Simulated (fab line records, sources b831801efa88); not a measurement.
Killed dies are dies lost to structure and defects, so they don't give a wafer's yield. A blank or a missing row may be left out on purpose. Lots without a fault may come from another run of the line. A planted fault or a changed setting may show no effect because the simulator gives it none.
fab line records | flow sky130
record lots=7 wafers=21 last_day=49
route steps=708 shown VIA2@522 METAL3@532 PAD_OPEN@708
lots that met no fault: from a run of the same line without faults
start_h: hours from the record's first day to the start of the lot's first wafer shown | wait_h: hours since the lot's step before | " the same as in the row above | L1.1+2: a row that stands for several wafers | - no value, or no start given | * or withheld: withheld | < > ~ a bound
route shown NAME@n: a module of which the file shows steps, and the number in the route of the first | usual: mean/standard deviation of fault-free wafers | same: alike in all rows | chamber/n: place in a boat | sites: the reading at each site | _std_site: their standard deviation | _edge_site: outer sites' mean less inner sites' | radius_mm: how far each site lies from the wafer's centre | mask NAME#n: copy n | behind: the tool/chamber that last shaped the wafer | hold: why the lot was held/for how many hours/how that ended | device: the transistor (n, p or np) that didn't switch | end of line: the same wafers' tests at the end of the route | a step without rows: its recipe alone | killed: dies lost to structure and defects at the first sort, not the wafer's yield | map: a wafer's dies, x killed, . not, _ none there
set.NAME: the setting as run; set.NAME@STEP: as run at that earlier step | model.NAME: the simulator's own value behind a step, which no gauge read
lots at some steps of the route; a table a step, a row a wafer
services: from which hour (start_h, from the record's first day; less than 0 if before it) a tool's chamber was out of use, for how many hours, and why
## steps
# step SKY_VIA2_ETCH_15
# recipe target=SiO2 chemistry=C4F8/O2/Ar target_depth_nm=546 stop_on=TiN mask_material=KrF-thick source_w=1500 bias_w=1200 pressure_mtorr=40 c4f8_flow_sccm=withheld O2_flow_sccm=6 Ar_flow_sccm=300 time_s=84
# usual chamber_pressure_mTorr=40.00/0.039 oes_product_au=0.939/0.0051
# columns lot.wafer tool chamber start_h wait_h chamber_pressure_mTorr oes_product_au rf_hours_counter_h
L597.4 rie_diel-04 1 890.88 0.0 39.98 0.940 -
L597.5 " 2 " " 39.97 0.939 -
L597.6 " 3 " " 39.99 0.935 -
L600.1 rie_diel-01 1 911.87 0.0 40.02 0.941 1
L600.2 " 0 " " 40.01 0.934 9
L600.4 " 2 " " 40.00 0.936 6
L601.1 rie_diel-04 2 930.94 0.0 39.96 0.939 12
L601.2 " 1 " " 39.98 0.931 8
L601.6 " 1 " " 40.03 0.940 -
L603.1 rie_diel-04 2 937.14 0.0 40.00 0.936 12
L603.3 " 1 " " 40.02 0.933 8
L603.5 " 2 " " 39.99 0.932 -
L606.1 rie_diel-01 0 956.07 0.0 40.01 0.946 10
L606.3 " 1 " " 39.97 0.942 2
L606.4 " 3 " " 39.96 0.933 11
L608.1 rie_diel-03 0 967.32 0.0 40.04 0.928 25
L608.5 " 1 " " 39.91 0.937 -
L608.6 " 2 " " 40.04 0.937 -
L611.2 rie_diel-01 0 982.59 0.0 40.04 0.936 11
L611.4 " 2 " " 40.00 0.946 8
L611.6 " 2 " " 40.02 0.934 -
# step SKY_VIA2_STRIP_16
# recipe chemistry=O2/N2 power_w=1400 pressure_mtorr=1500 platen_temp_c=withheld o2_flow_sccm=3000 n2_flow_sccm=300 overash_fraction=0.5
# usual chamber_pressure_mTorr=1499.9/1.3 drypump_motor_current_A=5.8/0.46 n2_flow_sccm=300.1/0.86 oes_product_au=0.398/0.0042 strip_time_to_endpoint_s=4.046/0.021
# columns lot.wafer tool chamber start_h wait_h chamber_pressure_mTorr drypump_motor_current_A n2_flow_sccm oes_product_au rf_hours_counter_h strip_time_to_endpoint_s
L597.4 plasma_asher-03 0 890.94 0.0 1499.0 5.4 299.5 0.390 - 4.031
L597.5 " 0 " " 1499.1 5.4 298.1 0.402 - 4.046
L597.6 " 1 " " 1500.8 6.6 299.0 0.399 - 4.050
L600.1 plasma_asher-01 0 911.93 0.0 1502.4 5.6 299.6 0.402 15 4.062
L600.2 " 1 " " 1500.8 6.0 301.0 0.400 15 4.048
L600.4 " 0 " " 1498.4 5.5 298.4 0.400 - 4.058
L601.1 plasma_asher-01 0 931.00 0.0 1499.4 5.6 300.7 0.399 17 4.064
L601.2 " 1 " " 1499.2 6.1 300.3 0.399 17 4.062
L601.6 " 0 " " 1499.1 5.5 299.3 0.396 - 4.092
L603.1 plasma_asher-03 1 937.20 0.0 1500.8 6.6 299.4 0.395 77 4.065
L603.3 " 1 " " 1503.0 6.7 299.2 0.392 - 4.042
L603.5 " 1 " " 1500.5 6.6 300.1 0.393 - 4.064
L606.1 plasma_asher-03 0 956.13 0.0 1499.3 5.4 299.9 0.403 79 4.036
L606.3 " 0 " " 1500.7 5.4 299.5 0.396 - 4.034
L606.4 " 1 " " 1498.1 6.6 300.3 0.400 - 4.065
L608.1 plasma_asher-04 1 967.38 0.0 1501.3 5.8 299.5 0.396 116 4.070
L608.5 " 0 " " 1499.8 5.3 301.3 0.398 - 4.045
L608.6 " 1 " " 1500.7 5.8 299.6 0.402 - 4.057
L611.2 plasma_asher-01 0 982.65 0.0 1499.2 5.5 300.1 0.397 23 4.045
L611.4 " 0 " " 1500.8 5.5 299.5 0.401 - 4.083
L611.6 " 1 " " 1502.4 6.0 299.6 0.401 - 4.084
# step SKY_VIA2_STRIP_17
# recipe chemistry=post_etch_residue_remover time_s=1200 temp_c=72.5
# step SKY_VIA2_CLEAN_18
# recipe chemistry=IPA time_s=180 temp_c=25
# step SKY_VIA2_CLEAN_19
# recipe chemistry=O3/DIW dry=n2_spin
# step SKY_VIA2_SPUTTER_20
# recipe material=TiN target_thk_nm=20 chamber_pressure_pa=5 power_w=4000 time_s=80
# usual cathode_dc_power_W=3999.9/0.74 chamber_pressure_pa=5.001/0.0096 throttle_valve_pct=30.0/0.96
# columns lot.wafer tool chamber start_h wait_h cathode_dc_power_W chamber_pressure_pa throttle_valve_pct
L597.4 pvd_sputter-02 - 891.60 0.0 4000.0 5.012 29.2
L597.5 " - " " 3999.8 4.993 30.3
L597.6 " - " " 4000.1 5.004 29.3
L600.1 pvd_sputter-02 - 912.56 0.0 3999.3 4.990 29.9
L600.2 " - " " 4000.0 5.001 30.7
L600.4 " - " " 3998.8 5.006 29.0
L601.1 pvd_sputter-03 - 931.59 0.0 4000.1 5.002 30.7
L601.2 " - " " 4000.0 5.010 30.4
L601.6 " - " " 3999.1 5.005 30.5
L603.1 pvd_sputter-02 - 937.82 0.0 4000.1 4.997 30.4
L603.3 " - " " 3999.9 5.030 27.8
L603.5 " - " " 4000.1 4.994 29.2
L606.1 pvd_sputter-01 - 956.73 0.0 3999.7 4.991 30.9
L606.3 " - " " 4000.3 5.017 30.2
L606.4 " - " " 3999.9 4.994 29.8
L608.1 pvd_sputter-01 - 968.38 0.0 3998.8 4.993 29.9
L608.5 " - " " 3998.9 4.992 30.3
L608.6 " - " " 3999.6 4.992 29.9
L611.2 pvd_sputter-03 - 983.24 0.0 3998.8 4.997 30.3
L611.4 " - " " 3999.6 5.005 29.6
L611.6 " - " " 3999.9 4.998 30.4
# step SKY_VIA2_CVD_21
# recipe material=W target_thk_nm=420 time_s=126.4 temp_c=400 pressure_torr=40
# step SKY_VIA2_RS_MEAS_22
# recipe thk_meas_gauge=four-point-probe reads=W_of_VIA2_CVD_21+TiN_of_VIA2_SPUTTER_20
# usual VIA2_W_RS=0.2739/0.0026
# columns lot.wafer tool chamber start_h wait_h VIA2_W_RS[ohm/sq]
L597.4 film_metro-02 - 891.85 0.1 0.2753
L597.5 " - " " 0.2715
L597.6 " - " " 0.2714
L600.1 film_metro-02 - 912.76 0.1 0.2750
L600.2 " - " " 0.2725
L600.4 " - " " 0.2736
L601.1 film_metro-01 - 931.78 0.1 0.2714
L601.2 " - " " 0.2699
L601.6 " - " " 0.2672
L603.1 film_metro-02 - 938.01 0.1 0.2720
L603.3 " - " " 0.2757
L603.5 " - " " 0.2741
L606.1 film_metro-03 - 956.92 0.1 0.2730
L606.3 " - " " 0.2741
L606.4 " - " " 0.2730
L608.1 film_metro-01 - 968.58 0.1 0.2703
L608.5 " - " " 0.2665
L608.6 " - " " 0.2685
L611.2 film_metro-03 - 983.45 0.1 0.2752
L611.4 " - " " 0.2751
L611.6 " - " " 0.2764
# step SKY_VIA2_THK_MEAS_23
# recipe thk_meas_gauge=xrf reads=W_of_VIA2_CVD_21
# usual VIA2_W_THK=423/7
# columns lot.wafer tool chamber start_h wait_h VIA2_W_THK[nm]
L597.4 film_metro-02 - 891.94 0.1 419
L597.5 " - " " 427
L597.6 " - " " 425
L600.1 film_metro-02 - 912.88 0.1 425
L600.2 " - " " 430
L600.4 " - " " 430
L601.1 film_metro-01 - 931.90 0.1 427
L601.2 " - " " 432
L601.6 " - " " 435
L603.1 film_metro-02 - 938.13 0.1 425
L603.3 " - " " 422
L603.5 " - " " 423
L606.1 film_metro-03 - 957.04 0.1 420
L606.3 " - " " 421
L606.4 " - " " 422
L608.1 film_metro-01 - 968.70 0.1 425
L608.5 " - " " 434
L608.6 " - " " 431
L611.2 film_metro-03 - 983.56 0.1 411
L611.4 " - " " 410
L611.6 " - " " 408
# step SKY_VIA2_CMP_24
# recipe stop_on=SiO2 t_overpolish_s=20 down_force_psi=3.5 platen_rpm=60 target_thk_nm=0 pad_velocity_m_s=0.94248
# step SKY_METAL3_SPUTTER_00
# recipe material=Ti target_thk_nm=15 power_w=3000 time_s=10 chamber_pressure_pa=0.4
# usual cathode_dc_power_W=3000.0/0.53 chamber_pressure_pa=0.4000/0.00078 throttle_valve_pct=30.2/0.99
# columns lot.wafer tool chamber start_h wait_h cathode_dc_power_W chamber_pressure_pa throttle_valve_pct
L597.4 pvd_sputter-03 - 892.27 0.2 2999.8 0.4015 30.1
L597.5 " - " " 3000.1 0.4012 30.8
L597.6 " - " " 3000.2 0.4008 30.2
L600.1 pvd_sputter-01 - 913.24 0.2 3000.2 0.3995 29.7
L600.2 " - " " 3000.1 0.3995 30.7
L600.4 " - " " 2999.9 0.3985 29.3
L601.1 pvd_sputter-01 - 932.26 0.2 2999.6 0.4006 29.8
L601.2 " - " " 3000.2 0.4006 30.4
L601.6 " - " " 2999.8 0.4008 29.3
L603.1 pvd_sputter-03 - 938.49 0.2 2999.8 0.3997 29.9
L603.3 " - " " 2999.6 0.4002 31.0
L603.5 " - " " 3000.6 0.4004 30.3
L606.1 pvd_sputter-03 - 957.47 0.1 3000.6 0.4007 30.6
L606.3 " - " " 2999.8 0.4011 30.0
L606.4 " - " " 3000.2 0.4007 31.8
L608.1 pvd_sputter-04 - 969.06 0.2 2999.2 0.4013 28.9
L608.5 " - " " 3000.2 0.3999 31.7
L608.6 " - " " 2999.0 0.3998 29.3
L611.2 pvd_sputter-01 - 983.91 0.2 3000.1 0.3996 29.8
L611.4 " - " " 3000.7 0.3997 31.0
L611.6 " - " " 3000.2 0.4002 30.4
# step SKY_METAL3_SPUTTER_01
# recipe material=TiN target_thk_nm=20 power_w=6500 time_s=16.7 chamber_pressure_pa=0.4
# usual cathode_dc_power_W=6500.3/1.2 chamber_pressure_pa=0.3999/0.00077 throttle_valve_pct=30.2/0.99
# columns lot.wafer tool chamber start_h wait_h cathode_dc_power_W chamber_pressure_pa throttle_valve_pct
L597.4 pvd_sputter-03 - 892.29 0.0 6502.2 0.4005 30.3
L597.5 " - " " 6501.6 0.3993 30.7
L597.6 " - " " 6501.5 0.3998 30.4
L600.1 pvd_sputter-01 - 913.26 0.0 6500.3 0.3993 29.8
L600.2 " - " " 6500.6 0.3989 31.0
L600.4 " - " " 6499.1 0.3993 29.1
L601.1 pvd_sputter-01 - 932.28 0.0 6499.9 0.4010 30.1
L601.2 " - " " 6500.5 0.3998 30.5
L601.6 " - " " 6500.2 0.4017 29.2
L603.1 pvd_sputter-03 - 938.52 0.0 6501.8 0.3999 29.7
L603.3 " - " " 6500.8 0.3995 30.9
L603.5 " - " " 6500.0 0.3999 30.2
L606.1 pvd_sputter-03 - 957.49 0.0 6499.7 0.4009 30.6
L606.3 " - " " 6500.9 0.3991 30.0
L606.4 " - " " 6500.1 0.3996 31.7
L608.1 pvd_sputter-04 - 969.08 0.0 6499.6 0.3998 28.6
L608.5 " - " " 6500.0 0.4000 31.7
L608.6 " - " " 6498.7 0.3999 29.0
L611.2 pvd_sputter-01 - 983.93 0.0 6501.6 0.4000 29.9
L611.4 " - " " 6501.0 0.4009 30.8
L611.6 " - " " 6499.9 0.4003 30.4
# step SKY_METAL3_SPUTTER_02
# recipe material=AlCu target_thk_nm=735 power_w=10600 time_s=39.1 chamber_pressure_pa=0.4
# usual cathode_dc_power_W=10600/1.9 chamber_pressure_pa=0.4001/0.00078 throttle_valve_pct=30.2/1
# columns lot.wafer tool chamber start_h wait_h cathode_dc_power_W chamber_pressure_pa throttle_valve_pct
L597.4 pvd_sputter-03 - 892.32 0.0 10600 0.4011 30.4
L597.5 " - " " 10599 0.4000 30.8
L597.6 " - " " 10599 0.4005 30.3
L600.1 pvd_sputter-01 - 913.28 0.0 - - -
L600.2 " - " " - - -
L600.4 " - " " - - -
L601.1 pvd_sputter-01 - 932.31 0.0 - - -
L601.2 " - " " - - -
L601.6 " - " " - - -
L603.1 pvd_sputter-03 - 938.54 0.0 - - -
L603.3 " - " " - - -
L603.5 " - " " - - -
L606.1 pvd_sputter-03 - 957.52 0.0 10600 0.4001 30.8
L606.3 " - " " 10601 0.4007 30.4
L606.4 " - " " 10601 0.3991 31.7
L608.1 pvd_sputter-04 - 969.10 0.0 10600 0.4001 28.8
L608.5 " - " " 10603 0.4010 31.6
L608.6 " - " " 10601 0.4009 28.9
L611.2 pvd_sputter-01 - 983.96 0.0 10596 0.4006 29.9
L611.4 " - " " 10603 0.4010 30.7
L611.6 " - " " 10600 0.3994 30.4
# step SKY_METAL3_SPUTTER_03
# recipe material=Ti target_thk_nm=5 power_w=3000 time_s=3.3 chamber_pressure_pa=0.4
# step SKY_PAD_OPEN_PROBE_99
# usual defect_limited_yield=82.3/2 killed_at_M0_to_M3=43/7.3 killed_at_M4_up=3.2/1.8 killed_at_contacts=24/5.8 killed_at_front_end=16/4.5 killed_at_other=0.3/0.53 killed_dies=87/9.9 killed_on_rim=17/3.8 killed_open=48/6.8 killed_short=39/6.9 sort_bin_3_pad_short=0.8/0.42 sort_bin_5_function=10.4/1.6 sort_bin_6_memory=6.4/1.2 sort_n_pass=405/9.9 sort_yield_pct=82.3/2
# same gross_dies=492 killed_at_back_side=0 sort_bin_4_leakage[%]=0 sort_bin_8_speed[%]=0
# columns lot.wafer tool chamber start_h wait_h hold defect_limited_yield[%] killed_at_M0_to_M3 killed_at_M4_up killed_at_contacts killed_at_front_end killed_at_other killed_dies killed_on_rim killed_open killed_short sort_bin_3_pad_short[%] sort_bin_5_function[%] sort_bin_6_memory[%] sort_n_pass sort_yield_pct[%]
L597.4 prober-01 - 1109.34 0.2 - 83.1 37 3 31 12 0 83 24 48 35 1.2 8.5 7.1 409 83.1
L597.5 prober-01 - 1109.39 0.2 - 82.9 33 4 21 26 0 84 14 51 33 0.4 10.8 5.9 408 82.9
L597.6 prober-01 - 1109.44 0.2 - 83.9 42 7 21 9 0 79 10 42 37 0.6 9.8 5.7 413 83.9
L600.1 prober-02 - 1130.15 2.8 await_dispo/2.7h/release 0 448 3 27 13 1 492 96 46 51 0.8 90.4 8.7 0 0
L600.2 prober-02 - 1130.20 2.8 await_dispo/2.7h/release 0 448 6 25 12 1 492 96 46 42 0.6 94.1 5.3 0 0
L600.4 prober-02 - 1130.30 2.9 await_dispo/2.7h/release 0 438 5 38 11 0 492 96 56 47 0.6 90.4 8.9 0 0
L603.1 prober-02 - 1144.67 1.6 await_dispo/1.5h/release 0 441 2 24 25 0 492 96 48 37 0.6 92.7 6.7 0 0
L603.3 prober-02 - 1144.77 1.7 await_dispo/1.5h/release 0 444 3 28 16 1 492 96 51 40 0.4 94.1 5.5 0 0
L603.5 prober-02 - 1144.87 1.7 await_dispo/1.5h/release 0 446 3 33 10 0 492 96 57 34 0.2 93.9 5.9 0 0
L601.1 prober-01 - 1145.66 6.6 await_dispo/6.5h/release 0 439 3 30 20 0 492 96 54 48 1.4 91.1 7.5 0 0
L601.2 prober-01 - 1145.71 6.6 await_dispo/6.5h/release 0 435 1 32 24 0 492 96 63 40 0.6 92.3 7.1 0 0
L601.6 prober-01 - 1145.91 6.7 await_dispo/6.5h/release 0 452 1 24 15 0 492 96 52 39 1.6 92.1 6.3 0 0
L606.1 prober-02 - 1158.26 0.1 - 80.9 48 2 16 27 1 94 18 49 45 1.4 11.8 5.9 398 80.9
L606.3 prober-02 - 1158.36 0.2 - 82.9 49 2 17 16 0 84 13 37 47 1.0 10.8 5.3 408 82.9
L606.4 prober-02 - 1158.41 0.2 - 79.7 53 7 28 12 0 100 18 46 54 1.2 13.4 5.7 392 79.7
L608.1 prober-02 - 1168.05 0.1 - 83.3 38 2 27 15 0 82 19 47 35 0.8 10.8 5.1 410 83.3
L608.5 prober-02 - 1168.25 0.2 - 85.8 35 2 22 11 0 70 15 34 36 1.0 8.5 4.7 422 85.8
L608.6 prober-02 - 1168.30 0.2 - 82.5 49 2 22 13 0 86 13 52 34 0.6 11.4 5.5 406 82.5
L611.2 prober-01 - 1177.11 0.1 - 86.2 35 7 15 10 1 68 13 43 25 0.4 6.7 6.7 424 86.2
L611.4 prober-01 - 1177.21 0.2 - 84.6 49 0 14 13 0 76 16 34 42 0.6 8.7 6.1 416 84.6
L611.6 prober-01 - 1177.31 0.2 - 82.5 43 5 27 11 0 86 19 42 44 0.6 8.5 8.3 406 82.5
# killed by level:class
L597.4 CONTACT:geometric_particle:open=11 VIA1:geometric_particle:open=10 LI_CONTACT:geometric_particle:open=9 CONTACT:geometric_particle:short=6 VIA2:geometric_particle:open=5 FIELD_ISO:geometric_particle:short=4 FIELD_ISO:geometric_particle:open=4 VIA1:geometric_particle:short=4
L597.5 VIA1:geometric_particle:open=11 FIELD_ISO:geometric_particle:open=10 CONTACT:geometric_particle:open=9 FIELD_ISO:geometric_particle:short=8 VIA2:geometric_particle:open=7 VIA3:geometric_particle:open=6 LOCAL_INTERCONNECT:geometric_particle:short=5 POLY_GATE:geometric_particle:short=4
L597.6 CONTACT:geometric_particle:open=10 VIA1:geometric_particle:open=10 VIA2:geometric_particle:open=6 VIA3:geometric_particle:open=5 METAL1:geometric_particle:short=5 METAL4:geometric_particle:short=5 FIELD_ISO:geometric_particle:short=4 METAL2:geometric_particle:short=4
L600.1 METAL3:area_sputter=395 CONTACT:geometric_particle:open=9 VIA1:geometric_particle:open=9 METAL1:geometric_particle:short=8 METAL2:geometric_particle:short=8 LI_CONTACT:geometric_particle:open=7 CONTACT:geometric_particle:short=6 VIA1:geometric_particle:short=6
L600.2 METAL3:area_sputter=404 CONTACT:geometric_particle:open=10 VIA1:geometric_particle:open=10 VIA1:geometric_particle:short=9 LI_CONTACT:geometric_particle:open=8 METAL4:geometric_particle:short=5 METAL1:geometric_particle:short=5 VIA2:geometric_particle:open=5
L600.4 METAL3:area_sputter=389 CONTACT:geometric_particle:open=13 LI_CONTACT:geometric_particle:open=11 VIA1:geometric_particle:open=9 VIA2:geometric_particle:open=9 CONTACT:geometric_particle:short=6 METAL1:geometric_particle:short=6 VIA3:geometric_particle:open=6
L603.1 METAL3:area_sputter=407 CONTACT:geometric_particle:open=13 VIA1:geometric_particle:open=9 POLY_GATE:geometric_particle:short=7 FIELD_ISO:geometric_particle:open=6 METAL2:geometric_particle:short=6 FIELD_ISO:geometric_particle:short=5 VIA2:geometric_particle:open=4
L603.3 METAL3:area_sputter=401 VIA1:geometric_particle:open=13 CONTACT:geometric_particle:open=12 CONTACT:geometric_particle:short=7 VIA2:geometric_particle:open=7 LI_CONTACT:geometric_particle:open=6 FIELD_ISO:geometric_particle:short=5 POLY_GATE:geometric_particle:short=5
L603.5 METAL3:area_sputter=401 VIA1:geometric_particle:open=16 CONTACT:geometric_particle:open=13 VIA2:geometric_particle:open=8 LI_CONTACT:geometric_particle:short=6 LOCAL_INTERCONNECT:geometric_particle:short=5 CONTACT:geometric_particle:short=5 VIA3:geometric_particle:open=5
L601.1 METAL3:area_sputter=390 VIA1:geometric_particle:open=16 CONTACT:geometric_particle:open=10 FIELD_ISO:geometric_particle:short=8 LI_CONTACT:geometric_particle:open=7 METAL2:geometric_particle:short=7 VIA3:geometric_particle:open=6 METAL1:geometric_particle:short=6
L601.2 METAL3:area_sputter=389 CONTACT:geometric_particle:open=13 VIA1:geometric_particle:open=12 LI_CONTACT:geometric_particle:open=11 VIA2:geometric_particle:short=8 POLY_GATE:geometric_particle:open=7 FIELD_ISO:geometric_particle:open=6 METAL1:geometric_particle:short=6
L601.6 METAL3:area_sputter=401 CONTACT:geometric_particle:open=15 VIA1:geometric_particle:open=12 VIA2:geometric_particle:open=9 METAL2:geometric_particle:short=8 CONTACT:geometric_particle:short=5 VIA1:geometric_particle:short=4 FIELD_ISO:geometric_particle:short=3
L606.1 VIA2:geometric_particle:open=11 VIA1:geometric_particle:open=11 FIELD_ISO:geometric_particle:short=9 FIELD_ISO:geometric_particle:open=9 METAL2:geometric_particle:short=8 METAL1:geometric_particle:short=7 LI_CONTACT:geometric_particle:open=6 VIA2:geometric_particle:short=4
L606.3 METAL1:geometric_particle:short=12 VIA1:geometric_particle:short=8 FIELD_ISO:geometric_particle:open=7 CONTACT:geometric_particle:open=7 VIA1:geometric_particle:open=6 FIELD_ISO:geometric_particle:short=5 METAL2:geometric_particle:short=5 VIA2:geometric_particle:open=5
L606.4 VIA1:geometric_particle:open=12 METAL1:geometric_particle:short=9 CONTACT:geometric_particle:short=9 VIA1:geometric_particle:short=9 CONTACT:geometric_particle:open=7 VIA2:geometric_particle:open=6 LI_CONTACT:geometric_particle:open=5 METAL2:geometric_particle:short=5
L608.1 CONTACT:geometric_particle:open=9 VIA1:geometric_particle:open=8 FIELD_ISO:geometric_particle:short=5 LI_CONTACT:geometric_particle:open=5 LOCAL_INTERCONNECT:geometric_particle:short=5 CONTACT:geometric_particle:short=5 METAL2:geometric_particle:short=5 VIA3:geometric_particle:open=5
L608.5 VIA1:geometric_particle:open=8 CONTACT:geometric_particle:open=6 VIA1:geometric_particle:short=6 VIA2:geometric_particle:open=6 LI_CONTACT:geometric_particle:open=5 LOCAL_INTERCONNECT:geometric_particle:short=5 FIELD_ISO:geometric_particle:open=4 CONTACT:geometric_particle:short=4
L608.6 VIA3:geometric_particle:open=14 VIA1:geometric_particle:open=10 CONTACT:geometric_particle:open=10 LI_CONTACT:geometric_particle:open=4 VIA1:geometric_particle:short=4 VIA3:geometric_particle:short=4 FIELD_ISO:geometric_particle:short=3 POLY_GATE:geometric_particle:short=3
L611.2 VIA1:geometric_particle:open=8 VIA3:geometric_particle:open=8 VIA2:geometric_particle:open=6 LI_CONTACT:geometric_particle:short=5 METAL4:geometric_particle:open=5 CONTACT:geometric_particle:open=4 METAL1:geometric_particle:short=4 METAL2:geometric_particle:short=4
L611.4 METAL2:geometric_particle:short=10 METAL1:geometric_particle:short=8 VIA1:geometric_particle:open=7 VIA3:geometric_particle:open=5 VIA2:geometric_particle:open=5 FIELD_ISO:geometric_particle:short=4 LOCAL_INTERCONNECT:geometric_particle:short=4 CONTACT:geometric_particle:open=4
L611.6 VIA1:geometric_particle:open=11 CONTACT:geometric_particle:open=7 METAL1:geometric_particle:short=7 METAL2:geometric_particle:short=7 LI_CONTACT:geometric_particle:short=6 LOCAL_INTERCONNECT:geometric_particle:short=6 VIA2:geometric_particle:open=5 METAL3:geometric_particle:short=5
# map L600.1 (x killed, . not)
__________xxxxxxxxxx_________
________xxxxxxxxxxxxxx_______
______xxxxxxxxxxxxxxxxxx_____
_____xxxxxxxxxxxxxxxxxxxx____
____xxxxxxxxxxxxxxxxxxxxxx___
___xxxxxxxxxxxxxxxxxxxxxxxx__
__xxxxxxxxxxxxxxxxxxxxxxxxxx_
_xxxxxxxxxxxxxxxxxxxxxxxxxxxx
_xxxxxxxxxxxxxxxxxxxxxxxxxxxx
_xxxxxxxxxxxxxxxxxxxxxxxxxxxx
_xxxxxxxxxxxxxxxxxxxxxxxxxxxx
_xxxxxxxxxxxxxxxxxxxxxxxxxxxx
_xxxxxxxxxxxxxxxxxxxxxxxxxxxx
_xxxxxxxxxxxxxxxxxxxxxxxxxxxx
_xxxxxxxxxxxxxxxxxxxxxxxxxxxx
__xxxxxxxxxxxxxxxxxxxxxxxxxx_
___xxxxxxxxxxxxxxxxxxxxxxxx__
____xxxxxxxxxxxxxxxxxxxxxx___
_____xxxxxxxxxxxxxxxxxxxx____
______xxxxxxxxxxxxxxxxxx_____
________xxxxxxxxxxxxxx_______
__________xxxxxxxxxx_________
# map L601.1 (x killed, . not)
__________xxxxxxxxxx_________
________xxxxxxxxxxxxxx_______
______xxxxxxxxxxxxxxxxxx_____
_____xxxxxxxxxxxxxxxxxxxx____
____xxxxxxxxxxxxxxxxxxxxxx___
___xxxxxxxxxxxxxxxxxxxxxxxx__
__xxxxxxxxxxxxxxxxxxxxxxxxxx_
_xxxxxxxxxxxxxxxxxxxxxxxxxxxx
_xxxxxxxxxxxxxxxxxxxxxxxxxxxx
_xxxxxxxxxxxxxxxxxxxxxxxxxxxx
_xxxxxxxxxxxxxxxxxxxxxxxxxxxx
_xxxxxxxxxxxxxxxxxxxxxxxxxxxx
_xxxxxxxxxxxxxxxxxxxxxxxxxxxx
_xxxxxxxxxxxxxxxxxxxxxxxxxxxx
_xxxxxxxxxxxxxxxxxxxxxxxxxxxx
__xxxxxxxxxxxxxxxxxxxxxxxxxx_
___xxxxxxxxxxxxxxxxxxxxxxxx__
____xxxxxxxxxxxxxxxxxxxxxx___
_____xxxxxxxxxxxxxxxxxxxx____
______xxxxxxxxxxxxxxxxxx_____
________xxxxxxxxxxxxxx_______
__________xxxxxxxxxx_________
## services
# columns tool chamber start_h hours kind
plasma_asher-04 - 870.05 0.7 repair
plasma_asher-03 - 880.53 1.2 repair
rie_diel-01 2 884.93 14.6 repair
rie_diel-04 0 887.55 16.5 repair
rie_diel-04 3 892.80 1.5 repair
pvd_sputter-04 - 893.05 2.2 repair
rie_diel-03 - 894.21 28.1 pm
rie_diel-03 0 927.88 3.5 repair
pvd_sputter-03 - 966.99 1.4 repair
rie_diel-04 2 968.67 16.7 repair
rie_diel-04 - 979.03 0.4 repair
## key
first_sign step=SKY_METAL3_SPUTTER_02 reading=tool_record direction=missing
effect step=SKY_PAD_OPEN_PROBE_99 reading=killed_at_M0_to_M3 direction=up sigmas=55 usual=43 struck=443
more_kills_born_at SKY_METAL3_SPUTTER_02@pvd_sputter-01=2368 SKY_METAL3_SPUTTER_02@pvd_sputter-03=1209
met_at SKY_METAL3_SPUTTER_02
struck_wafers L600.1,L600.2,L600.4,L601.1,L601.2,L601.6,L603.1,L603.3,L603.5
later_rows_left_out L600.1,L600.2,L600.4,L601.1,L601.2,L601.6,L603.1,L603.3,L603.5
onset_between 892.32 913.28
fault kind=skipped_step_whole tool=pvd_sputter-01,pvd_sputter-03 chamber=- onset_h=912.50 steps=SKY_METAL3_SPUTTER_02 scope=struck_lots_only
# later_rows_left_out: the simulator's readings of these wafers behind a module that went badly wrong aren't trusted and aren't shown, but for the sort
